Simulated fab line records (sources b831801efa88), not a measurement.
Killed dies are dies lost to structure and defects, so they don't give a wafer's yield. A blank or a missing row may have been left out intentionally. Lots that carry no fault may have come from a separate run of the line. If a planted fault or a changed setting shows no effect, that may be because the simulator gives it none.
Matching of chambers ; flow sky130 ; SKY_CAP2M_CVD_00 on pecvd-03 has 3 sister chambers
The step deposits SiO2, target thk 15.5 nm. 6 wafers are shown with their chamber, then 8 later ones without.

## WAFERS PAIRED WITH THEIR CHAMBERS
wafer;chamber;heaterPowerW (W)
L079.4;1;753
L078.2;1;687
L087.1;0;885
L087.3;2;674
L087.6;2;689
L088.2;0;885

## WAFERS WITH NO CHAMBER GIVEN
wafer;heaterPowerW (W)
L088.3;731
L088.4;886
L089.2;666
L089.5;661
L089.6;879
L093.1;855
L093.2;783
L093.6;783

## THE CHAMBER EACH PASSED THROUGH
wafer;from the rows above;in truth
L088.3;can't be placed: 1 or 2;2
L088.4;0;0
L089.2;can't be placed: 2 or 1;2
L089.5;can't be placed: 2 or 1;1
L089.6;0;0
L093.1;0;0
L093.2;can't be placed: 1 or 2 or 0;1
L093.6;can't be placed: 1 or 2 or 0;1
3 of 8 placed correctly. From these rows, 5 cannot be placed; in 5 the true chamber is one of the candidates. Wrongly placed: 0.
How it was worked out, from the rows above alone: a wafer's distance from a chamber is the root of the sum, over the readings, of the square of ((its reading less the chamber's mean) divided by the reading's scatter). The wafer belongs to the nearest chamber; if the next one is less than 2 further off, it can't be placed. For every chamber, the mean is computed from those of its wafers that are shown. The scatter: the root of (the sum of the squares of (reading less its chamber's mean) over the shown wafers, divided by (wafers less chambers)).
